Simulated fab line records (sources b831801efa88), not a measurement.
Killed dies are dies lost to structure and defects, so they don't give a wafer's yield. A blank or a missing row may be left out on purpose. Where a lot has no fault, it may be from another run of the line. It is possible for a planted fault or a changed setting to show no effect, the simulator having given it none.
Which tool was responsible? / flow gf180mcu / 39 wafers from 13 lots sampled at 5 of the route's 602 steps

## WHAT EACH GAUGE READ, for each wafer
GF_VT_IMPLANT_TW_MEAS_10.
lot=L914; measured=day 5 17:50; on=film metro-02; VT_IMPLANT_TW=557 558 556
lot=L915; measured=day 5 20:57; on=film metro-03; VT_IMPLANT_TW=552 556 552
lot=L917; measured=day 6 10:44; on=film metro-01; VT_IMPLANT_TW=565 567 569
lot=L918; measured=day 6 13:38; on=film metro-01; VT_IMPLANT_TW=569 569 569
lot=L919; measured=day 6 19:53; on=film metro-03; VT_IMPLANT_TW=557 556 554
lot=L920; measured=day 7 03:10; on=film metro-03; VT_IMPLANT_TW=554 554 554
lot=L921; measured=day 7 07:52; on=film metro-03; VT_IMPLANT_TW=555 553 558
lot=L922; measured=day 7 14:50; on=film metro-02; VT_IMPLANT_TW=560 558 556
lot=L923; measured=day 7 20:28; on=film metro-01; VT_IMPLANT_TW=568 567 566
lot=L932; measured=day 10 03:41; on=film metro-03; VT_IMPLANT_TW=555 555 556
lot=L934; measured=day 10 16:32; on=film metro-01; VT_IMPLANT_TW=567 566 563
lot=L935; measured=day 10 19:35; on=film metro-01; VT_IMPLANT_TW=568 566 565
lot=L936; measured=day 11 02:40; on=film metro-01; VT_IMPLANT_TW=566 564 562

GF_DUAL_GATE_THK_MEAS_03.
lot=L914; measured=day 7 18:14; on=film metro-03; DUAL_GATE_OXIDATION_00_THK (nm)=11.13 11.13 11.09
lot=L915; measured=day 7 20:34; on=film metro-01; DUAL_GATE_OXIDATION_00_THK (nm)=11.00 11.17 11.05
lot=L917; measured=day 8 12:22; on=film metro-03; DUAL_GATE_OXIDATION_00_THK (nm)=10.76 10.92 10.76
lot=L918; measured=day 8 18:19; on=film metro-04; DUAL_GATE_OXIDATION_00_THK (nm)=10.78 10.79 10.82
lot=L919; measured=day 8 21:44; on=film metro-01; DUAL_GATE_OXIDATION_00_THK (nm)=10.75 10.99 10.72
lot=L920; measured=day 9 04:04; on=film metro-04; DUAL_GATE_OXIDATION_00_THK (nm)=11.02 11.07 11.01
lot=L921; measured=day 9 10:40; on=film metro-03; DUAL_GATE_OXIDATION_00_THK (nm)=10.62 10.84 10.90
lot=L922; measured=day 9 20:49; on=film metro-01; DUAL_GATE_OXIDATION_00_THK (nm)=11.12 11.31 11.30
lot=L923; measured=day 10 04:55; on=film metro-04; DUAL_GATE_OXIDATION_00_THK (nm)=16.63 16.53 16.46
lot=L932; measured=day 12 13:58; on=film metro-04; DUAL_GATE_OXIDATION_00_THK (nm)=10.80 10.68 10.81
lot=L934; measured=day 13 05:18; on=film metro-03; DUAL_GATE_OXIDATION_00_THK (nm)=10.62 10.80 10.85
lot=L935; measured=day 13 10:29; on=film metro-04; DUAL_GATE_OXIDATION_00_THK (nm)=10.48 10.42 10.43
lot=L936; measured=day 13 15:55; on=film metro-03; DUAL_GATE_OXIDATION_00_THK (nm)=10.87 10.78 10.77

GF_POLY_GATE_OVL_MEAS_11.
lot=L914; measured=day 9 07:37; on=overlay-02; POLY_GATE_OVL (nm)=9 10 11
lot=L915; measured=day 9 11:46; on=overlay-01; POLY_GATE_OVL (nm)=-4 -1 -9
lot=L917; measured=day 10 00:41; on=overlay-01; POLY_GATE_OVL (nm)=3 7 7
lot=L918; measured=day 10 07:19; on=overlay-01; POLY_GATE_OVL (nm)=1 7 6
lot=L919; measured=day 10 12:39; on=overlay-01; POLY_GATE_OVL (nm)=10 2 9
lot=L920; measured=day 10 22:22; on=overlay-01; POLY_GATE_OVL (nm)=13 15 9
lot=L921; measured=day 11 07:01; on=overlay-01; POLY_GATE_OVL (nm)=-1 -5 -5
lot=L922; measured=day 11 16:28; on=overlay-02; POLY_GATE_OVL (nm)=-3 -10 -1
lot=L923; measured=day 11 21:03; on=overlay-02; POLY_GATE_OVL (nm)=7 5 -6
lot=L932; measured=day 14 09:34; on=overlay-02; POLY_GATE_OVL (nm)=-4 -1 -2
lot=L934; measured=day 15 02:16; on=overlay-02; POLY_GATE_OVL (nm)=4 0 7
lot=L935; measured=day 15 07:44; on=overlay-02; POLY_GATE_OVL (nm)=4 2 -1
lot=L936; measured=day 15 14:59; on=overlay-01; POLY_GATE_OVL (nm)=12 11 2

## WHAT TOOL EACH LOT RAN ON (gives the tool, then ch and the chambers of the sampled wafers, and finally the start)
lot=L914; GF_DUAL_GATE_OXIDATION_02=furnace-01 ch 0, day 7 16:46; GF_DUAL_GATE_SOFTBAKE_07=litho track-01 ch 0, day 8 01:31
lot=L915; GF_DUAL_GATE_OXIDATION_02=furnace-02 ch 0, day 7 19:08; GF_DUAL_GATE_SOFTBAKE_07=litho track-01 ch 0, day 8 04:14
lot=L917; GF_DUAL_GATE_OXIDATION_02=furnace-02 ch 0, day 8 10:55; GF_DUAL_GATE_SOFTBAKE_07=litho track-04 ch 0, day 8 19:46
lot=L918; GF_DUAL_GATE_OXIDATION_02=furnace-02 ch 0, day 8 16:52; GF_DUAL_GATE_SOFTBAKE_07=litho track-04 ch 0, day 9 02:08
lot=L919; GF_DUAL_GATE_OXIDATION_02=furnace-01 ch 0, day 8 20:18; GF_DUAL_GATE_SOFTBAKE_07=litho track-01 ch 0, day 9 06:05
lot=L920; GF_DUAL_GATE_OXIDATION_02=furnace-02 ch 0, day 9 02:37; GF_DUAL_GATE_SOFTBAKE_07=litho track-03 ch 0, day 9 12:32
lot=L921; GF_DUAL_GATE_OXIDATION_02=furnace-02 ch 0, day 9 09:13; GF_DUAL_GATE_SOFTBAKE_07=litho track-04 ch 0, day 9 19:08
lot=L922; GF_DUAL_GATE_OXIDATION_02=furnace-01 ch 0, day 9 19:21; GF_DUAL_GATE_SOFTBAKE_07=litho track-01 ch 0, day 10 05:07
lot=L923; GF_DUAL_GATE_OXIDATION_02=furnace-02 ch 0, day 10 03:29; GF_DUAL_GATE_SOFTBAKE_07=litho track-03 ch 0, day 10 13:04
lot=L932; GF_DUAL_GATE_OXIDATION_02=furnace-01 ch 0, day 12 12:31; GF_DUAL_GATE_SOFTBAKE_07=litho track-01 ch 0, day 12 23:44
lot=L934; GF_DUAL_GATE_OXIDATION_02=furnace-02 ch 0, day 13 03:50; GF_DUAL_GATE_SOFTBAKE_07=litho track-03 ch 0, day 13 15:14
lot=L935; GF_DUAL_GATE_OXIDATION_02=furnace-01 ch 0, day 13 09:02; GF_DUAL_GATE_SOFTBAKE_07=litho track-04 ch 0, day 13 20:23
lot=L936; GF_DUAL_GATE_OXIDATION_02=furnace-02 ch 0, day 13 14:27; GF_DUAL_GATE_SOFTBAKE_07=litho track-01 ch 0, day 14 03:02
- GF_DUAL_GATE_OXIDATION_02: stabilise 600 s, purge 300 s, target thk 10.887 nm.
- GF_DUAL_GATE_SOFTBAKE_07: time 60.93 s.

## WHAT THE TOOLS THEMSELVES READ (means of the sampled wafers that have a number; where no wafer has one, the mark that the record gives instead)
GF_DUAL_GATE_OXIDATION_02.
lot=L914; tool=furnace-01; ox temp c (C)=899.9; spike tc bottom C (C)=921
lot=L915; tool=furnace-02; ox temp c (C)=900.4; spike tc bottom C (C)=915
lot=L917; tool=furnace-02; ox temp c (C)=900.1; spike tc bottom C (C)=914
lot=L918; tool=furnace-02; ox temp c (C)=899.6; spike tc bottom C (C)=914
lot=L919; tool=furnace-01; ox temp c (C)=899.9; spike tc bottom C (C)=921
lot=L920; tool=furnace-02; ox temp c (C)=899.8; spike tc bottom C (C)=915
lot=L921; tool=furnace-02; ox temp c (C)=899.5; spike tc bottom C (C)=915
lot=L922; tool=furnace-01; ox temp c (C)=899.6; spike tc bottom C (C)=921
lot=L923; tool=furnace-02; ox temp c (C)=901.0; spike tc bottom C (C)=914
lot=L932; tool=furnace-01; ox temp c (C)=900.0; spike tc bottom C (C)=921
lot=L934; tool=furnace-02; ox temp c (C)=900.1; spike tc bottom C (C)=915
lot=L935; tool=furnace-01; ox temp c (C)=900.4; spike tc bottom C (C)=921
lot=L936; tool=furnace-02; ox temp c (C)=899.6; spike tc bottom C (C)=916

GF_DUAL_GATE_SOFTBAKE_07.
lot=L914; tool=litho track-01; plate sensor t centre C (C)=90.754; plate sensor t edge C (C)=90.829
lot=L915; tool=litho track-01; plate sensor t centre C (C)=90.762; plate sensor t edge C (C)=90.839
lot=L917; tool=litho track-04; plate sensor t centre C (C)=90.772; plate sensor t edge C (C)=90.815
lot=L918; tool=litho track-04; plate sensor t centre C (C)=90.759; plate sensor t edge C (C)=90.820
lot=L919; tool=litho track-01; plate sensor t centre C (C)=90.758; plate sensor t edge C (C)=90.829
lot=L920; tool=litho track-03; plate sensor t centre C (C)=90.761; plate sensor t edge C (C)=90.825
lot=L921; tool=litho track-04; plate sensor t centre C (C)=90.755; plate sensor t edge C (C)=90.831
lot=L922; tool=litho track-01; plate sensor t centre C (C)=90.753; plate sensor t edge C (C)=90.838
lot=L923; tool=litho track-03; plate sensor t centre C (C)=90.754; plate sensor t edge C (C)=90.835
lot=L932; tool=litho track-01; plate sensor t centre C (C)=90.749; plate sensor t edge C (C)=90.833
lot=L934; tool=litho track-03; plate sensor t centre C (C)=90.763; plate sensor t edge C (C)=90.826
lot=L935; tool=litho track-04; plate sensor t centre C (C)=90.746; plate sensor t edge C (C)=90.835
lot=L936; tool=litho track-01; plate sensor t centre C (C)=90.756; plate sensor t edge C (C)=90.825

## THE ANSWER, worked out from the rows above alone
Rule: what is usual is taken from the lots themselves. The widest of any qualifying gaps counts: lots, ordered by their means at a reading, are off when they make up no more than a third of the lots, leave a main group of 4 or more, and stand apart from it by 3 or more times the standard deviation of that group's means. A main group whose means are all the same, to the digits that the tables above print for the reading, isn't used. A lot without any number at a reading at which 4 lots or more have one is off too. All remaining lots with rows at the step are treated as sound. First the gauges in route order, then the tools' own readings, where a lot's mean is used as printed above. The first step at which some lot is off is used, and at that step the reading that is off furthest; a lot without a number counts as furthest.
Off: L923, at GF_DUAL_GATE_THK_MEAS_03 (DUAL_GATE_OXIDATION_00_THK). Main group: mean 10.87 nm, sd 0.2.
If a tool, at a process step before that reading, ran all the lots that are off and no sound lot after the first of them, it fits. Gauges at GF_DUAL_GATE_THK_MEAS_03: tried the same way as those tools. No candidate that was tried fits.

## WHAT THE SIMULATOR PUT IN
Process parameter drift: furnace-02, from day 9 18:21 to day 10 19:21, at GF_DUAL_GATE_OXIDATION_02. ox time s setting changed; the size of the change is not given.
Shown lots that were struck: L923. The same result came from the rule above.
